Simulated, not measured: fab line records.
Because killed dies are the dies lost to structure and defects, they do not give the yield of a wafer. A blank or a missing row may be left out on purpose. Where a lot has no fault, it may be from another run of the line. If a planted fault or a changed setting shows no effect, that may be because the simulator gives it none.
Which tool is to blame? + flow gf180mcu + 39 wafers from 13 lots sampled at 5 of the route's 602 steps

WHAT THE GAUGES SHOWED, per wafer
GF_MVSD_TW_MEAS_11. Usual: MVSD_TW gives 1590 (standard deviation 18).
| lot  | measured     | on            | MVSD_TW        | flag |
|------|--------------|---------------|----------------|------|
| L537 | day 4 16:23  | film_metro-01 | 1605 1618 1609 |      |
| L540 | day 5 10:39  | film_metro-04 | 1598 1603 1603 |      |
| L541 | day 5 14:49  | film_metro-04 | 1597 1598 1592 |      |
| L542 | day 5 20:28  | film_metro-01 | 1609 1607 1621 |      |
| L544 | day 6 09:16  | film_metro-01 | 1615 1615 1614 |      |
| L552 | day 8 08:53  | film_metro-04 | 1598 1599 1600 |      |
| L553 | day 8 13:23  | film_metro-01 | 1595 1588 1603 |      |
| L554 | day 8 18:08  | film_metro-04 | 1597 1599 1592 |      |
| L555 | day 9 00:23  | film_metro-04 | 1597 1587 1597 |      |
| L556 | day 9 06:33  | film_metro-03 | 1566 1571 1563 |      |
| L557 | day 9 15:41  | film_metro-04 | 1580 1593 1591 |      |
| L558 | day 9 22:22  | film_metro-04 | 1589 1592 1593 |      |
| L559 | day 10 00:34 | film_metro-03 | 1567 1568 1573 |      |

GF_HV_LDD_THK_MEAS_55. Usual: HV_LDD_CVD_54_THK gives 10.03 nm (standard deviation 0.15).
| lot  | measured     | on            | HV_LDD_CVD_54_THK (nm) | flag |
|------|--------------|---------------|------------------------|------|
| L537 | day 12 14:33 | film_metro-03 | 10.31 10.12 10.21      |      |
| L540 | day 13 17:05 | film_metro-04 | 9.97 10.09 10.07       |      |
| L541 | day 13 23:49 | film_metro-04 | 10.12 10.25 10.20      |      |
| L542 | day 14 09:31 | film_metro-03 | 9.94 9.84 9.94         |      |
| L544 | day 15 01:05 | film_metro-01 | 18.43 18.37 18.43      | OFF  |
| L552 | day 17 17:43 | film_metro-04 | 10.02 9.92 10.01       |      |
| L553 | day 18 00:34 | film_metro-04 | 10.10 10.24 10.09      |      |
| L554 | day 18 04:58 | film_metro-04 | 9.96 9.99 10.07        |      |
| L555 | day 18 20:37 | film_metro-01 | 10.10 10.11 10.05      |      |
| L556 | day 19 04:55 | film_metro-03 | 9.75 9.84 9.82         |      |
| L557 | day 19 18:58 | film_metro-01 | 9.93 10.00 9.89        |      |
| L558 | day 20 06:37 | film_metro-01 | 10.09 10.27 10.08      |      |
| L559 | day 20 07:13 | film_metro-03 | 10.15 10.16 10.06      |      |

GF_NSD_OVL_MEAS_08. Usual: NSD_OVL gives 0.8 nm (standard deviation 1.3).
| lot  | measured     | on         | NSD_OVL (nm)   | flag |
|------|--------------|------------|----------------|------|
| L537 | day 13 11:56 | overlay-01 | 2.1 0.0 2.9    |      |
| L540 | day 14 15:06 | overlay-01 | -2.1 -1.9 -1.7 |      |
| L541 | day 14 22:04 | overlay-01 | 0.7 1.3 1.8    |      |
| L542 | day 15 08:28 | overlay-01 | 0.3 -0.3 -0.9  |      |
| L544 | day 15 23:40 | overlay-02 | 0.5 1.5 0.0    |      |
| L552 | day 18 18:10 | overlay-01 | 2.6 3.3 2.3    |      |
| L553 | day 19 02:01 | overlay-02 | 2.3 2.1 2.2    |      |
| L554 | day 19 05:23 | overlay-02 | -0.7 -1.7 -1.8 |      |
| L555 | day 19 22:10 | overlay-02 | 0.9 1.0 1.1    |      |
| L556 | day 20 06:35 | overlay-02 | 2.2 0.8 1.0    |      |
| L557 | day 20 20:26 | overlay-01 | 2.0 2.2 1.6    |      |
| L558 | day 21 08:05 | overlay-02 | 1.4 0.5 1.0    |      |
| L559 | day 21 09:40 | overlay-02 | 1.3 -0.1 1.8   |      |

GF_NSD_TW_MEAS_12. Usual: NSD_TW gives 4255 (standard deviation 66).
| lot  | measured     | on            | NSD_TW         | flag |
|------|--------------|---------------|----------------|------|
| L537 | day 13 12:22 | film_metro-01 | 4253 4259 4256 |      |
| L540 | day 14 15:32 | film_metro-02 | 4317 4357 4331 |      |
| L541 | day 14 22:31 | film_metro-02 | 4342 4341 4343 |      |
| L542 | day 15 08:55 | film_metro-02 | 4287 4271 4280 |      |
| L544 | day 16 00:06 | film_metro-03 | 4169 4183 4168 |      |
| L552 | day 18 18:37 | film_metro-02 | 4294 4331 4309 |      |
| L553 | day 19 02:28 | film_metro-01 | 4297 4298 4285 |      |
| L554 | day 19 05:50 | film_metro-03 | 4165 4199 4185 |      |
| L555 | day 19 22:37 | film_metro-01 | 4291 4289 4295 |      |
| L556 | day 20 07:01 | film_metro-02 | 4340 4337 4333 |      |
| L557 | day 20 20:53 | film_metro-02 | 4313 4332 4333 |      |
| L558 | day 21 08:32 | film_metro-01 | 4286 4286 4256 |      |
| L559 | day 21 10:05 | film_metro-01 | 4275 4279 4265 |      |

WHAT TOOL EACH LOT RAN ON (gives the tool, then ch and the chambers of the sampled wafers, and finally the start)
| lot  | GF_HV_LDD_CVD_54            |
|------|-----------------------------|
| L537 | lpcvd-02 ch 1, day 12 13:31 |
| L540 | lpcvd-02 ch 1, day 13 16:03 |
| L541 | lpcvd-01 ch 0, day 13 22:47 |
| L542 | lpcvd-01 ch 0, day 14 08:29 |
| L544 | lpcvd-01 ch 0, day 15 00:03 |
| L552 | lpcvd-02 ch 0, day 17 16:41 |
| L553 | lpcvd-02 ch 0, day 17 23:00 |
| L554 | lpcvd-02 ch 0, day 18 03:56 |
| L555 | lpcvd-02 ch 1, day 18 19:34 |
| L556 | lpcvd-02 ch 0, day 19 03:53 |
| L557 | lpcvd-01 ch 0, day 19 17:56 |
| L558 | lpcvd-01 ch 0, day 20 05:35 |
| L559 | lpcvd-02 ch 1, day 20 06:11 |
- GF_HV_LDD_CVD_54: deposits SiO2 from TEOS, target thk 10 nm, time 75 s.

WHAT THE TOOLS THEMSELVES READ (means of the sampled wafers that have a number; where no wafer has one, the mark that the record gives instead)
GF_HV_LDD_CVD_54. Usual: spike_tc_upper_C at 680.9 C, with a standard deviation of 1.4.
| lot  | tool     | spike_tc_upper_C (C) | flag |
|------|----------|----------------------|------|
| L537 | lpcvd-02 | 680.9                |      |
| L540 | lpcvd-02 | 681.7                |      |
| L541 | lpcvd-01 | 681.7                |      |
| L542 | lpcvd-01 | 681.4                |      |
| L544 | lpcvd-01 | 681.9                |      |
| L552 | lpcvd-02 | 679.2                |      |
| L553 | lpcvd-02 | 679.4                |      |
| L554 | lpcvd-02 | 678.5                |      |
| L555 | lpcvd-02 | 681.7                |      |
| L556 | lpcvd-02 | 679.6                |      |
| L557 | lpcvd-01 | 681.6                |      |
| L558 | lpcvd-01 | 681.4                |      |
| L559 | lpcvd-02 | 681.1                |      |

THE ANSWER, worked out from the rows above alone
Rule: a lot is off if the mean of its wafers that have a number lies more than 3 standard deviations from the usual mean. Also off: a lot with no number at a reading for which 4 or more lots have one. Where the step has rows for the other lots, those lots are counted as sound. First the gauges in route order, then the tools' own readings, where a lot's mean is used as printed above. At the first step where some lot is off, the reading lying furthest off is the one used; lots without a number count as furthest.
Off: L544, seen at GF_HV_LDD_THK_MEAS_55 (HV_LDD_CVD_54_THK).
A tool fits if, at a process step before that reading, it ran every lot that is off, and no sound lot after the first of them. The gauges at GF_HV_LDD_THK_MEAS_55 are tried like those tools. Of those tried, none fits.

WHAT HAD BEEN PUT IN BY THE SIMULATOR
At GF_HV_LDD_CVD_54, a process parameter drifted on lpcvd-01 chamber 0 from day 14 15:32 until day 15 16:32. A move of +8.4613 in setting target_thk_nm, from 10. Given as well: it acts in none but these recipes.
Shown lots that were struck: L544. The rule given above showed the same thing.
